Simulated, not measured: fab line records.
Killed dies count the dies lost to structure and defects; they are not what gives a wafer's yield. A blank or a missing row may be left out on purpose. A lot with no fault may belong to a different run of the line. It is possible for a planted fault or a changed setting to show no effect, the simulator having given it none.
Which tool is to blame? | flow sfqLine | Sampling: 14 lots, 42 wafers, 2 of 325 route steps

WHAT THE GAUGES READ, wafer by wafer
SFQ_I4_OVL_MEAS_928.
lot  | measured     | on         | I4_OVL (nm)
L689 | day 46 17:54 | overlay-02 | -4 -7 -7
L690 | day 46 19:05 | overlay-02 | -6 -12 -10
L691 | day 47 05:04 | overlay-02 | -6 -2 3
L692 | day 49 03:58 | overlay-02 | -8 -2 -4
L693 | day 49 05:10 | overlay-02 | -1 -4 -9
L694 | day 49 06:21 | overlay-02 | -3 3 1
L697 | day 56 11:41 | overlay-01 | -3 1 1
L700 | day 56 15:17 | overlay-01 | -1 -2 -10
L707 | day 61 05:31 | overlay-01 | 3 2 -2
L708 | day 61 08:23 | overlay-01 | -1 2 -2
L709 | day 61 11:23 | overlay-02 | -10 -5 -8
L710 | day 61 12:46 | overlay-02 | -5 -5 1
L711 | day 61 19:01 | overlay-02 | -2 -3 -4
L712 | day 62 01:49 | overlay-01 | 9 9 6

SFQ_C5_OVL_MEAS_937.
lot  | measured     | on         | C5_OVL (nm)
L689 | day 67 20:00 | overlay-01 | -3 -4 -4
L690 | day 67 22:23 | overlay-01 | -11 -15 -11
L691 | day 68 02:13 | overlay-02 | 3 3 -2
L692 | day 70 05:22 | overlay-01 | 7 5 -3
L693 | day 74 14:11 | overlay-01 | -4 1 -6
L694 | day 74 15:22 | overlay-02 | -3 0 -7
L697 | day 75 08:10 | overlay-02 | -5 -7 0
L700 | day 75 14:10 | overlay-01 | 0 2 -3
L707 | day 78 11:52 | overlay-01 | 3 3 3
L708 | day 78 13:05 | overlay-01 | -9 -4 -5
L709 | day 78 14:16 | overlay-01 | -16 -5 -3
L710 | day 78 15:28 | overlay-01 | -3 -1 1
L711 | day 78 16:40 | overlay-01 | 5 3 2
L712 | day 78 17:52 | overlay-01 | 8 3 12

WHICH TOOL RAN EACH LOT (tool, then ch and the chambers of the sampled wafers, then the start)
There is no process step in the record ahead of these readings.

AS READ BY THE TOOLS THEMSELVES (means over the sampled wafers that have a number; for cases with no such wafer, the mark the record gives instead)
The record holds no such reading with a usual standard deviation.

THE ANSWER, worked out from the rows above alone
Rule: usual is defined by the lots themselves. Put in order of their means at a reading, lots are off if they are a third of the lots or fewer, leave a main group of 4 or more, and stand apart from it by a gap of 3 or more times the standard deviation of the main group's means; of several such gaps the widest counts. A main group whose means are all the same, to the digits that the tables above print for the reading, isn't used. A lot without any number at a reading at which 4 lots or more have one is off too. Where the step has rows for the other lots, those lots are counted as sound. After the gauges, taken in route order, come the tools' own readings; for these a lot's mean is taken, as printed above. At the first step where some lot is off, the reading lying furthest off is the one used; lots without a number count as furthest.
Nothing can be told from this: no lot is off at any reading shown.

WHAT THE SIMULATOR HAD PUT IN
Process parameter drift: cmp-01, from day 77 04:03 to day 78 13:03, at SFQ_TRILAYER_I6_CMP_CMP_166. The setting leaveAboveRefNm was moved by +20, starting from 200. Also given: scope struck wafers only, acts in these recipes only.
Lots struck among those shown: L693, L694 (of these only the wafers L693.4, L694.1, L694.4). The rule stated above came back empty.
